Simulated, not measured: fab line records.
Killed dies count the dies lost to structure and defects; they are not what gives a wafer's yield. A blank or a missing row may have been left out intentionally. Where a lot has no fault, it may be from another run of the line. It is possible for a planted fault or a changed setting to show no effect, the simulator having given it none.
fab line records -- flow sky130
record lots=12, wafers=36, lastDay=50
route steps=708 shown CAP2M@606 METAL4@634 VIA4@656 PAD_OPEN@708
lots with no fault: from the same line, run without faults
startH: hours from the record's opening day to when the first of the lot's shown wafers began -- waitH: how many hours have passed since the lot's step before this one -- " identical to the entry in the row above -- L1.1+2: several wafers, shown together as one row -- - no value, or no start was given -- * or withheld: withheld -- < > ~ a bound
route shown NAME@n: a module of which the file shows steps, and the number in the route of the first -- usual: the fault-free wafers' mean and standard deviation -- same: alike in all rows -- chamber/n: place in a boat -- sites: readings site by site -- _std_site: their standard deviation -- _edge_site: mean of outer sites minus mean of inner sites -- radiusMm: how far each site lies from the wafer's centre -- mask NAME#n: copy n -- behind: the last tool/chamber to shape the wafer -- hold: why the lot was held/for how many hours/how that ended -- device: the transistor (n, p or np) that didn't switch -- end of line: tests run on the same wafers once the route is complete -- a step with no rows: only its recipe -- killed: dies lost to structure and defects at the first sort, not the wafer's yield -- map: dies across one wafer; x = killed, . = not, _ = none there
set.NAME: the setting as run; set.NAME@STEP: as run at that earlier step -- model.NAME: the simulator's own value behind a step, which no gauge read
the route's steps for a sample of lots (tables are steps, rows are wafers)
services: a tool's chamber out of use, with start hour (startH, from the record's first day; less than 0 if before it), hours out, and reason
## steps
# step SKY_CAP2M_RS_MEAS_03
# recipe thkMeasGauge=four-point-probe, reads=TiN_of_CAP2M_SPUTTER_02
# usual CAP2M_TIN_RS=6.66/0.065
lot.wafer,tool,chamber,startH,waitH,CAP2M_TIN_RS[ohm/sq]
L734.2,filmMetro-01,-,944.96,0.1,6.65
L734.4,filmMetro-01,-,944.96,0.1,6.71
L734.5,filmMetro-01,-,944.96,0.1,6.63
L735.1,filmMetro-01,-,945.26,0.1,6.67
L735.4,filmMetro-01,-,945.26,0.1,6.55
L735.5,filmMetro-01,-,945.26,0.1,6.68
L737.4,filmMetro-01,-,964.05,0.1,6.62
L737.5,filmMetro-01,-,964.05,0.1,6.64
L737.6,filmMetro-01,-,964.05,0.1,6.57
L738.1,filmMetro-03,-,970.55,0.1,6.52
L738.3,filmMetro-03,-,970.55,0.1,6.60
L738.4,filmMetro-03,-,970.55,0.1,6.50
L740.2,filmMetro-01,-,986.77,0.1,6.74
L740.5,filmMetro-01,-,986.77,0.1,6.77
L740.6,filmMetro-01,-,986.77,0.1,6.73
L747.1,filmMetro-03,-,1028.36,0.1,6.79
L747.5,filmMetro-03,-,1028.36,0.1,6.73
L747.6,filmMetro-03,-,1028.36,0.1,6.73
L748.2,filmMetro-03,-,1039.22,0.1,6.62
L748.3,filmMetro-03,-,1039.22,0.1,6.64
L748.4,filmMetro-03,-,1039.22,0.1,6.58
L749.2,filmMetro-02,-,1042.02,0.1,6.63
L749.4,filmMetro-02,-,1042.02,0.1,6.68
L749.6,filmMetro-02,-,1042.02,0.1,6.65
L750.1,filmMetro-02,-,1053.95,0.1,6.73
L750.4,filmMetro-02,-,1053.95,0.1,6.68
L750.6,filmMetro-02,-,1053.95,0.1,6.65
L751.3,filmMetro-02,-,1062.17,0.1,6.71
L751.5,filmMetro-02,-,1062.17,0.1,6.72
L751.6,filmMetro-02,-,1062.17,0.1,6.69
L753.1,filmMetro-02,-,1084.10,0.1,6.55
L753.2,filmMetro-02,-,1084.10,0.1,6.53
L753.6,filmMetro-02,-,1084.10,0.1,6.56
L755.3,filmMetro-02,-,1096.94,0.1,6.63
L755.5,filmMetro-02,-,1096.94,0.1,6.63
L755.6,filmMetro-02,-,1096.94,0.1,6.68
# step SKY_METAL4_METAL_ETCH_18
# recipe targetDepthA=8450, stopOn=SiO2, overEtchFrac=0.3, timeS=183.1, chemistry=Cl2/BCl3, resistSidewallDeg=88, pressureMtorr=10, icpW=900, biasW=48.5, Cl2_flow_sccm=60, bcl3FlowSccm=30
# usual drypumpMotorCurrentA=5.9/0.42, oesProductAu=0.865/0.0065, throttleValvePct=22.264/0.0096
lot.wafer,tool,chamber,startH,waitH,drypumpMotorCurrentA,oesProductAu,rfHoursCounterH,throttleValvePct
L734.2,rieMetal-01,1,992.33,0.0,5.8,0.860,19,22.255
L734.4,rieMetal-01,1,992.33,0.0,5.8,0.844,-,22.270
L734.5,rieMetal-01,0,992.33,0.0,5.5,0.860,-,22.266
L735.1,rieMetal-01,1,993.74,0.0,5.8,0.859,19,22.279
L735.4,rieMetal-01,0,993.74,0.0,5.5,0.864,-,22.259
L735.5,rieMetal-01,1,993.74,0.0,5.9,0.861,-,22.273
L737.4,rieMetal-04,1,1011.41,0.1,6.2,0.860,-,22.272
L737.5,rieMetal-04,1,1011.41,0.1,6.2,0.866,-,22.260
L737.6,rieMetal-04,0,1011.41,0.1,6.6,0.853,-,22.271
L738.1,rieMetal-01,0,1018.23,0.0,5.5,0.864,21,22.255
L738.3,rieMetal-01,0,1018.23,0.0,5.5,0.868,-,22.253
L738.4,rieMetal-01,1,1018.23,0.0,5.8,0.864,-,22.262
L740.2,rieMetal-04,0,1032.40,0.0,6.6,0.862,4,22.263
L740.5,rieMetal-04,1,1032.40,0.0,6.1,0.858,-,22.239
L740.6,rieMetal-04,0,1032.40,0.0,6.6,0.869,-,22.253
L747.1,rieMetal-03,1,1072.73,0.0,5.3,0.869,19,22.257
L747.5,rieMetal-03,0,1072.73,0.0,5.5,0.869,-,22.262
L747.6,rieMetal-03,1,1072.73,0.0,5.3,0.874,-,22.257
L748.2,rieMetal-01,1,1082.66,0.1,5.8,0.852,-,22.264
L748.3,rieMetal-01,1,1082.66,0.1,5.8,0.857,-,22.250
L748.4,rieMetal-01,1,1082.66,0.1,5.8,0.856,-,22.251
L749.2,rieMetal-01,0,1086.37,0.0,5.5,0.872,0,22.269
L749.4,rieMetal-01,1,1086.37,0.0,5.9,0.862,-,22.252
L749.6,rieMetal-01,1,1086.37,0.0,5.8,0.876,-,22.262
L750.1,rieMetal-04,0,1097.34,0.0,6.6,0.870,9,22.265
L750.4,rieMetal-04,0,1097.34,0.0,6.6,0.876,-,22.263
L750.6,rieMetal-04,0,1097.34,0.0,6.6,0.866,-,22.262
L751.3,rieMetal-03,1,1104.26,0.1,5.3,0.863,-,22.283
L751.5,rieMetal-03,1,1104.26,0.1,5.3,0.866,-,22.262
L751.6,rieMetal-03,0,1104.26,0.1,5.5,0.871,-,22.272
L753.1,rieMetal-03,1,1124.57,0.0,5.3,0.869,23,22.282
L753.2,rieMetal-03,0,1124.57,0.0,5.5,0.873,23,22.240
L753.6,rieMetal-03,1,1124.57,0.0,5.3,0.871,-,22.265
L755.3,rieMetal-04,0,1136.90,0.1,6.6,0.865,-,22.260
L755.5,rieMetal-04,1,1136.90,0.1,6.2,0.869,-,22.268
L755.6,rieMetal-04,0,1136.90,0.1,6.6,0.868,-,22.269
# step SKY_VIA4_SPUTTER_17
# recipe material=TiN, targetThkNm=20, chamberPressurePa=5, powerW=4000, timeS=80
# usual cathodeDcPowerW=4000.0/0.74, throttleValvePct=29.6/0.86
lot.wafer,tool,chamber,startH,waitH,cathodeDcPowerW,throttleValvePct
L734.2,pvdSputter-01,-,1017.97,0.0,3999.8,29.5
L734.4,pvdSputter-01,-,1017.97,0.0,3999.4,29.3
L734.5,pvdSputter-01,-,1017.97,0.0,4000.4,29.8
L735.1,pvdSputter-01,-,1019.02,0.0,3998.6,29.5
L735.4,pvdSputter-01,-,1019.02,0.0,3999.5,29.8
L735.5,pvdSputter-01,-,1019.02,0.0,3999.6,29.8
L737.4,pvdSputter-03,-,1035.65,0.0,4000.3,30.9
L737.5,pvdSputter-03,-,1035.65,0.0,3999.9,30.6
L737.6,pvdSputter-03,-,1035.65,0.0,4000.8,29.3
L738.1,pvdSputter-01,-,1042.43,0.0,4000.1,29.5
L738.3,pvdSputter-01,-,1042.43,0.0,4000.3,29.7
L738.4,pvdSputter-01,-,1042.43,0.0,3999.6,29.3
L740.2,pvdSputter-01,-,1055.83,0.0,3999.8,29.4
L740.5,pvdSputter-01,-,1055.83,0.0,4000.9,29.6
L740.6,pvdSputter-01,-,1055.83,0.0,4000.5,29.4
L747.1,pvdSputter-04,-,1095.39,0.0,4000.4,31.7
L747.5,pvdSputter-04,-,1095.39,0.0,3999.8,31.8
L747.6,pvdSputter-04,-,1095.39,0.0,4000.8,28.7
L748.2,pvdSputter-04,-,1105.13,0.0,4000.0,29.8
L748.3,pvdSputter-04,-,1105.13,0.0,3998.9,28.6
L748.4,pvdSputter-04,-,1105.13,0.0,4000.7,29.7
L749.2,pvdSputter-04,-,1108.49,0.0,3151.3,28.6
L749.4,pvdSputter-04,-,1108.49,0.0,3150.6,30.5
L749.6,pvdSputter-04,-,1108.49,0.0,3150.8,28.3
L750.1,pvdSputter-04,-,1118.69,0.0,3149.8,30.9
L750.4,pvdSputter-04,-,1118.69,0.0,3151.2,28.6
L750.6,pvdSputter-04,-,1118.69,0.0,3150.3,31.9
L751.3,pvdSputter-03,-,1125.47,0.0,3999.6,27.8
L751.5,pvdSputter-03,-,1125.47,0.0,4000.1,27.9
L751.6,pvdSputter-03,-,1125.47,0.0,3999.6,29.4
L753.1,pvdSputter-01,-,1145.40,0.0,4000.7,29.8
L753.2,pvdSputter-01,-,1145.40,0.0,4000.2,29.3
L753.6,pvdSputter-01,-,1145.40,0.0,4001.1,29.7
L755.3,pvdSputter-01,-,1157.04,0.0,3999.2,29.6
L755.5,pvdSputter-01,-,1157.04,0.0,3998.8,29.8
L755.6,pvdSputter-01,-,1157.04,0.0,3999.5,29.7
# step SKY_VIA4_THK_MEAS_20
# recipe thkMeasGauge=xrf, reads=W_of_VIA4_CVD_18
# usual VIA4_W_THK=485/6
lot.wafer,tool,chamber,startH,waitH,VIA4_W_THK[nm]
L734.2,filmMetro-04,-,1018.31,0.1,492
L734.4,filmMetro-04,-,1018.31,0.1,486
L734.5,filmMetro-04,-,1018.31,0.1,485
L735.1,filmMetro-03,-,1019.36,0.1,475
L735.4,filmMetro-03,-,1019.36,0.1,471
L735.5,filmMetro-03,-,1019.36,0.1,486
L737.4,filmMetro-02,-,1036.01,0.1,482
L737.5,filmMetro-02,-,1036.01,0.1,484
L737.6,filmMetro-02,-,1036.01,0.1,484
L738.1,filmMetro-04,-,1042.76,0.1,484
L738.3,filmMetro-04,-,1042.76,0.1,490
L738.4,filmMetro-04,-,1042.76,0.1,486
L740.2,filmMetro-02,-,1056.17,0.1,481
L740.5,filmMetro-02,-,1056.17,0.1,482
L740.6,filmMetro-02,-,1056.17,0.1,484
L747.1,filmMetro-04,-,1095.73,0.1,484
L747.5,filmMetro-04,-,1095.73,0.1,480
L747.6,filmMetro-04,-,1095.73,0.1,489
L748.2,filmMetro-04,-,1105.47,0.1,487
L748.3,filmMetro-04,-,1105.47,0.1,497
L748.4,filmMetro-04,-,1105.47,0.1,491
L749.2,filmMetro-03,-,1108.84,0.1,494
L749.4,filmMetro-03,-,1108.84,0.1,494
L749.6,filmMetro-03,-,1108.84,0.1,486
L750.1,filmMetro-03,-,1119.03,0.1,480
L750.4,filmMetro-03,-,1119.03,0.1,476
L750.6,filmMetro-03,-,1119.03,0.1,475
L751.3,filmMetro-04,-,1125.82,0.1,488
L751.5,filmMetro-04,-,1125.82,0.1,488
L751.6,filmMetro-04,-,1125.82,0.1,490
L753.1,filmMetro-02,-,1145.73,0.1,469
L753.2,filmMetro-02,-,1145.73,0.1,485
L753.6,filmMetro-02,-,1145.73,0.1,481
L755.3,filmMetro-02,-,1157.40,0.1,486
L755.5,filmMetro-02,-,1157.40,0.1,487
L755.6,filmMetro-02,-,1157.40,0.1,486
# step SKY_PAD_OPEN_PROBE_99
# usual defectLimitedYield=82.5/1.8, killed_at_M0_to_M3=45/6.8, killed_at_M4_up=3.1/2, killedAtContacts=23/5.2, killedAtFrontEnd=14/3.7, killedAtOther=0.3/0.61, killedDies=86/9, killedOpen=46/6.9, killedShort=39/6.4, sort_bin_3_pad_short=0.9/0.44, sort_bin_5_function=10.5/1.4, sort_bin_6_memory=6.1/1.1, sort_bin_8_speed=0.01/0.052, sortNPass=406/9, sortYieldPct=82.5/1.8
# same grossDies=492, killedAtBackSide=0, sort_bin_4_leakage[%]=0
lot.wafer,tool,chamber,startH,waitH,defectLimitedYield[%],killed_at_M0_to_M3,killed_at_M4_up,killedAtContacts,killedAtFrontEnd,killedAtOther,killedDies,killedOpen,killedShort,sort_bin_3_pad_short[%],sort_bin_5_function[%],sort_bin_6_memory[%],sort_bin_8_speed[%],sortNPass,sortYieldPct[%]
L735.1,prober-02,-,1088.95,0.1,85.0,41,4,17,12,0,74,45,28,1.2,9.1,4.7,0,418,85.0
L735.4,prober-02,-,1089.10,0.2,84.3,33,3,24,17,0,77,45,29,0.4,9.1,6.1,0,415,84.3
L735.5,prober-02,-,1089.15,0.2,83.3,35,2,28,17,0,82,54,28,0.6,11.0,5.1,0,410,83.3
L740.2,prober-01,-,1120.86,0.1,84.6,37,5,26,8,0,76,42,34,0.2,9.1,6.1,0,416,84.6
L740.5,prober-01,-,1121.01,0.2,83.5,38,1,20,21,1,81,33,48,0.8,10.4,5.3,0,411,83.5
L740.6,prober-01,-,1121.06,0.2,83.1,42,0,28,13,0,83,40,43,1.2,9.1,6.5,0,409,83.1
L748.2,prober-01,-,1165.35,0.1,82.1,33,3,34,18,0,88,48,40,0.2,11.0,6.7,0,404,82.1
L748.3,prober-01,-,1165.40,0.2,81.3,47,6,22,15,2,92,53,39,1.0,11.8,5.9,0,400,81.3
L748.4,prober-01,-,1165.45,0.2,80.9,44,2,29,19,0,94,50,44,0.4,13.2,5.5,0,398,80.9
L750.1,prober-01,-,1175.81,0.1,81.9,48,4,26,11,0,89,50,39,1.2,11.6,5.3,0,403,81.9
L750.4,prober-01,-,1175.96,0.2,82.1,59,0,19,10,0,88,48,40,0.8,11.4,5.7,0,404,82.1
L750.6,prober-01,-,1176.06,0.2,81.9,54,3,21,11,0,89,41,47,1.2,9.8,7.1,0,403,81.9
L753.1,prober-01,-,1199.67,0.1,84.6,41,1,27,7,0,76,43,33,0.4,9.3,5.7,0,416,84.6
L753.2,prober-01,-,1199.72,0.1,85.8,36,2,16,16,0,70,35,35,0.6,9.3,4.3,0,422,85.8
L753.6,prober-01,-,1199.92,0.2,83.5,43,2,19,17,0,81,44,37,1.2,9.6,5.7,0,411,83.5
# killed by level:class
L735.1 VIA1:geometricParticle:open=13 VIA2:geometricParticle:open=8 CONTACT:geometricParticle:open=6 CONTACT:geometricParticle:short=5 METAL2:geometricParticle:short=5 VIA3:geometricParticle:open=5 FIELD_ISO:geometricParticle:open=4 LI_CONTACT:geometricParticle:open=4
L735.4 VIA1:geometricParticle:open=9 CONTACT:geometricParticle:open=8 LI_CONTACT:geometricParticle:open=7 FIELD_ISO:geometricParticle:open=5 LOCAL_INTERCONNECT:geometricParticle:short=4 METAL1:geometricParticle:short=4 FIELD_ISO:geometricParticle:short=3 POLY_GATE:geometricParticle:open=3
L735.5 CONTACT:geometricParticle:open=16 VIA2:geometricParticle:open=8 LI_CONTACT:geometricParticle:open=7 POLY_GATE:geometricParticle:open=6 VIA1:geometricParticle:open=6 VIA1:geometricParticle:short=5 FIELD_ISO:geometricParticle:short=4 POLY_GATE:geometricParticle:short=4
L740.2 CONTACT:geometricParticle:open=9 VIA1:geometricParticle:open=8 LI_CONTACT:geometricParticle:open=7 VIA1:geometricParticle:short=7 FIELD_ISO:geometricParticle:open=6 METAL2:geometricParticle:short=6 VIA2:geometricParticle:open=5 LI_CONTACT:geometricParticle:short=4
L740.5 FIELD_ISO:geometricParticle:short=7 METAL1:geometricParticle:short=7 VIA1:geometricParticle:open=7 POLY_GATE:geometricParticle:short=5 LI_CONTACT:geometricParticle:open=5 CONTACT:geometricParticle:short=5 CONTACT:geometricParticle:open=4 VIA2:geometricParticle:short=4
L740.6 VIA1:geometricParticle:open=10 CONTACT:geometricParticle:short=9 VIA3:geometricParticle:short=7 LOCAL_INTERCONNECT:geometricParticle:short=7 VIA2:geometricParticle:open=6 LI_CONTACT:geometricParticle:open=6 POLY_GATE:geometricParticle:open=4 CONTACT:geometricParticle:open=4
L748.2 VIA1:geometricParticle:open=11 CONTACT:geometricParticle:open=9 FIELD_ISO:geometricParticle:short=8 LI_CONTACT:geometricParticle:open=8 LOCAL_INTERCONNECT:geometricParticle:short=7 CONTACT:geometricParticle:short=5 METAL2:geometricParticle:short=5 VIA2:geometricParticle:open=5
L748.3 LI_CONTACT:geometricParticle:open=9 FIELD_ISO:geometricParticle:open=8 CONTACT:geometricParticle:open=8 VIA1:geometricParticle:open=7 METAL1:geometricParticle:short=7 VIA2:geometricParticle:short=7 VIA3:geometricParticle:open=7 VIA2:geometricParticle:open=6
L748.4 CONTACT:geometricParticle:open=14 VIA1:geometricParticle:open=7 VIA3:geometricParticle:open=7 VIA1:geometricParticle:short=6 METAL2:geometricParticle:short=6 FIELD_ISO:geometricParticle:open=5 FIELD_ISO:geometricParticle:short=5 CONTACT:geometricParticle:short=5
L750.1 VIA1:geometricParticle:open=13 CONTACT:geometricParticle:open=12 VIA3:geometricParticle:open=8 METAL2:geometricParticle:short=6 LOCAL_INTERCONNECT:geometricParticle:short=5 VIA1:geometricParticle:short=5 VIA2:geometricParticle:short=5 VIA2:geometricParticle:open=5
L750.4 VIA1:geometricParticle:open=15 CONTACT:geometricParticle:open=9 VIA2:geometricParticle:open=9 VIA3:geometricParticle:open=8 METAL1:geometricParticle:short=5 VIA1:geometricParticle:short=5 METAL2:geometricParticle:short=5 METAL3:geometricParticle:short=5
L750.6 VIA2:geometricParticle:open=12 METAL2:geometricParticle:short=10 VIA3:geometricParticle:open=9 VIA1:geometricParticle:short=8 CONTACT:geometricParticle:open=6 CONTACT:geometricParticle:short=5 METAL1:geometricParticle:short=5 VIA3:geometricParticle:short=4
L753.1 CONTACT:geometricParticle:open=12 LI_CONTACT:geometricParticle:open=9 VIA1:geometricParticle:open=7 METAL1:geometricParticle:short=6 METAL2:geometricParticle:short=5 VIA3:geometricParticle:open=5 VIA2:geometricParticle:open=4 VIA2:geometricParticle:short=4
L753.2 VIA1:geometricParticle:open=11 POLY_GATE:geometricParticle:short=7 VIA2:geometricParticle:open=6 FIELD_ISO:geometricParticle:short=5 CONTACT:geometricParticle:open=5 METAL1:geometricParticle:short=5 VIA1:geometricParticle:short=5 FIELD_ISO:geometricParticle:open=3
L753.6 VIA1:geometricParticle:open=14 CONTACT:geometricParticle:open=7 METAL3:geometricParticle:short=6 FIELD_ISO:geometricParticle:open=5 LI_CONTACT:geometricParticle:open=5 VIA1:geometricParticle:short=5 FIELD_ISO:geometricParticle:short=4 POLY_GATE:geometricParticle:short=4
## services
tool,chamber,startH,hours,kind
pvdSputter-04,-,978.96,110.0,repair
rieMetal-03,0,993.94,5.9,repair
rieMetal-04,-,1022.60,2.8,pm
rieMetal-01,0,1065.86,-,clean
rieMetal-01,0,1065.86,20.3,scheduledDown
rieMetal-01,0,1065.86,20.3,ventCycle
pvdSputter-01,-,1079.39,60.2,repair
pvdSputter-03,-,1095.39,6.2,repair
pvdSputter-03,-,1099.42,25.4,repair
rieMetal-01,1,1105.17,-,clean
rieMetal-01,1,1105.17,21.1,scheduledDown
rieMetal-01,1,1105.17,21.1,ventCycle
rieMetal-04,-,1130.86,0.3,repair
pvdSputter-03,-,1139.79,9.0,repair
## key
firstSign step=SKY_VIA4_SPUTTER_17, reading=cathodeDcPowerW, direction=down, sigmas=99+, usual=4000.0, struck=3150.7
effect none on later readings
metAt SKY_VIA4_SPUTTER_17
struckLots L749,L750
notActingAt SKY_CAP2M_RS_MEAS_03,SKY_METAL4_METAL_ETCH_18,SKY_VIA4_THK_MEAS_20
onsetBetween 1105.13 1108.49
fault kind=processParameterDrift, tool=pvdSputter-04, chamber=-, onsetH=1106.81, steps=SKY_VIA4_SPUTTER_17, channel=powerW, offset=*, shape=step, endH=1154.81, actsIn=*, stated=*
